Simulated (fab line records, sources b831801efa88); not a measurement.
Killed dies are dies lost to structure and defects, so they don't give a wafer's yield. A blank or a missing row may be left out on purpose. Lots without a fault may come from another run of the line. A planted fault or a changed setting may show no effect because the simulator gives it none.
Which tool did it? | flow sky130 | 24 lots, 72 wafers sampled, at 3 steps of a route of 708

WHAT THE GAUGES READ, wafer by wafer
SKY_VT_ADJUST_LVTN_OVL_MEAS_18. Usual: VT_ADJUST_LVTN_01_OVL 0.9 nm, standard deviation 1.4.
lot  | measured     | on         | VT_ADJUST_LVTN_01_OVL (nm) | flag
L074 | day 7 22:33  | overlay-02 | 2.8 2.7 1.0                |
L075 | day 8 13:17  | overlay-02 | 0.5 2.0 0.3                |
L076 | day 9 01:46  | overlay-02 | 3.1 1.3 1.4                |
L078 | day 9 05:29  | overlay-01 | 1.6 -0.5 -1.3              |
L077 | day 9 06:02  | overlay-02 | 1.2 2.2 2.5                |
L079 | day 9 18:47  | overlay-02 | -2.8 -1.5 0.7              |
L080 | day 10 10:02 | overlay-02 | 0.6 0.3 -1.4               |
L082 | day 10 12:46 | overlay-01 | 1.3 2.5 2.5                |
L081 | day 10 12:50 | overlay-02 | 1.9 2.0 3.3                |
L083 | day 10 14:02 | overlay-01 | 0.9 1.1 2.0                |
L084 | day 11 01:01 | overlay-01 | 1.0 0.8 -0.2               |
L086 | day 11 08:53 | overlay-01 | 1.0 2.6 1.9                |
L085 | day 11 09:29 | overlay-02 | 2.7 0.3 0.7                |
L087 | day 11 10:44 | overlay-01 | 0.6 -1.2 1.0               |
L088 | day 11 23:56 | overlay-02 | 2.8 1.4 2.0                |
L089 | day 12 02:11 | overlay-01 | -0.7 1.8 3.2               |
L090 | day 12 08:29 | overlay-02 | -0.9 -1.6 -0.8             |
L091 | day 12 18:49 | overlay-02 | 2.2 -0.2 -0.8              |
L092 | day 13 05:38 | overlay-01 | 1.8 -1.1 3.1               |
L094 | day 13 11:40 | overlay-02 | 4.3 2.8 2.6                |
L093 | day 13 12:17 | overlay-02 | 2.4 1.8 1.4                |
L095 | day 13 17:50 | overlay-02 | -2.1 -1.2 -3.1             |
L096 | day 13 20:34 | overlay-02 | 0.1 -0.5 1.2               |
L097 | day 14 08:35 | overlay-02 | -0.1 1.1 -0.8              |

SKY_VIA1_THK_MEAS_01. Usual: VIA1_HDPCVD_THK 1028 nm, standard deviation 11.
lot  | measured     | on            | VIA1_HDPCVD_THK (nm) | flag
L074 | day 33 02:46 | film_metro-01 | 1046 1030 1043       |
L075 | day 33 16:35 | film_metro-01 | 1024 1027 1018       |
L076 | day 34 06:03 | film_metro-04 | 1033 1022 1031       |
L078 | day 34 13:11 | film_metro-03 | 1028 1002 1023       |
L077 | day 34 10:20 | film_metro-01 | 1034 1025 1021       |
L079 | day 35 04:51 | film_metro-01 | 1027 1033 1012       |
L080 | day 35 23:23 | film_metro-01 | 1027 1042 1039       |
L082 | day 35 23:35 | film_metro-04 | 1017 1020 1014       |
L081 | day 36 04:41 | film_metro-01 | 1030 1017 1007       |
L083 | day 36 09:29 | film_metro-03 | 1036 1033 1029       |
L084 | day 36 20:33 | film_metro-03 | 1029 1008 1029       |
L086 | day 36 22:13 | film_metro-03 | 1056 1042 1053       |
L085 | day 37 00:50 | film_metro-03 | 1038 1024 1031       |
L087 | day 37 00:07 | film_metro-01 | 1020 1023 1005       |
L088 | day 37 11:10 | film_metro-04 | 1030 1020 1037       |
L089 | day 37 20:04 | film_metro-01 | 1025 1038 1042       |
L090 | day 37 21:13 | film_metro-04 | 1030 1023 1018       |
L091 | day 38 12:44 | film_metro-04 | 1028 1017 1031       |
L092 | day 38 21:15 | film_metro-04 | 1033 1033 1055       |
L094 | day 38 23:40 | film_metro-03 | 1015 1046 1042       |
L093 | day 39 01:17 | film_metro-04 | 1036 1029 1044       |
L095 | day 39 12:23 | film_metro-01 | 1037 1038 1028       |
L096 | day 40 00:07 | film_metro-01 | 1023 1025 1030       |
L097 | day 39 21:58 | film_metro-04 | 1035 1031 1028       |

WHICH TOOL RAN EACH LOT (tool, then ch and the chambers of the sampled wafers, then the start)
lot  | SKY_CONTACT_CMP_04
L074 | cmp-01 ch 0,1,3, day 30 17:27
L075 | cmp-01 ch 0,1,2, day 31 07:25
L076 | cmp-01 ch 0,1,2, day 31 20:58
L078 | cmp-01 ch 0,1, day 32 05:20
L077 | cmp-01 ch 0,1, day 32 00:44
L079 | cmp-02 ch 1,2,3, day 32 20:11
L080 | cmp-02 ch 1,3, day 33 15:19
L082 | cmp-01 ch 0,2,3, day 33 16:31
L081 | cmp-02 ch 0,1,2, day 33 20:23
L083 | cmp-02 ch 0,1,3, day 34 01:20
L084 | cmp-02 ch 1,2,3, day 34 12:59
L086 | cmp-02 ch 0,1, day 34 15:02
L085 | cmp-02 ch 1,2,3, day 34 16:58
L087 | cmp-01 ch 0,1,3, day 34 16:56
L088 | cmp-02 ch 0,1, day 35 04:13
L089 | cmp-01 ch 0,1, day 35 12:25
L090 | cmp-01 ch 0,2, day 35 14:13
L091 | cmp-01 ch 1,2,3, day 36 06:23
L092 | cmp-01 ch 1,2, day 36 14:17
L094 | cmp-01 ch 0,2,3, day 36 17:12
L093 | cmp-01 ch 0,1,3, day 36 19:24
L095 | cmp-02 ch 1,2, day 37 07:04
L096 | cmp-02 ch 0,2,3, day 37 08:43
L097 | cmp-02 ch 0,1, day 37 16:25
- SKY_CONTACT_CMP_04: polishes SiO2.

WHAT THE TOOLS THEMSELVES READ (means of the sampled wafers that have a number; where no wafer has one, the mark that the record gives instead)
SKY_CONTACT_CMP_04. Usual: motor_current_A 11.9 A, standard deviation 0.98; time_to_endpoint_s 80 s, standard deviation 6.1.
lot  | tool   | motor_current_A (A) | time_to_endpoint_s (s) | flag
L074 | cmp-01 | 12.3                | 85                     |
L075 | cmp-01 | 11.8                | 88                     |
L076 | cmp-01 | 11.6                | 85                     |
L078 | cmp-01 | 12.4                | 84                     |
L077 | cmp-01 | 12.1                | 85                     |
L079 | cmp-02 | 12.1                | 73                     |
L080 | cmp-02 | 12.1                | 76                     |
L082 | cmp-01 | 11.9                | 79                     |
L081 | cmp-02 | 11.4                | 77                     |
L083 | cmp-02 | 12.2                | 78                     |
L084 | cmp-02 | 12.1                | 81                     |
L086 | cmp-02 | 11.4                | 82                     |
L085 | cmp-02 | 12.1                | 76                     |
L087 | cmp-01 | 12.3                | 81                     |
L088 | cmp-02 | 11.5                | 83                     |
L089 | cmp-01 | 11.9                | 80                     |
L090 | cmp-01 | 11.3                | 81                     |
L091 | cmp-01 | 12.3                | 80                     |
L092 | cmp-01 | 12.4                | 81                     |
L094 | cmp-01 | 11.9                | 81                     |
L093 | cmp-01 | 12.5                | 83                     |
L095 | cmp-02 | 11.6                | 76                     |
L096 | cmp-02 | 11.7                | 73                     |
L097 | cmp-02 | 11.2                | 76                     |

THE ANSWER, worked out from the rows above alone
Rule: a lot is off if the mean of its wafers that have a number lies more than 3 standard deviations from the usual mean. A lot without any number at a reading at which 4 lots or more have one is off too. The other lots that the step has rows for count as sound. The gauges are gone through in route order, then the tools' own readings, and for those a lot's mean is taken as printed above. The first step at which some lot is off is used, and at that step the reading that is off furthest; a lot without a number counts as furthest.
No lot is off at any reading shown: from this, nothing can be told.

WHAT THE SIMULATOR HAD PUT IN
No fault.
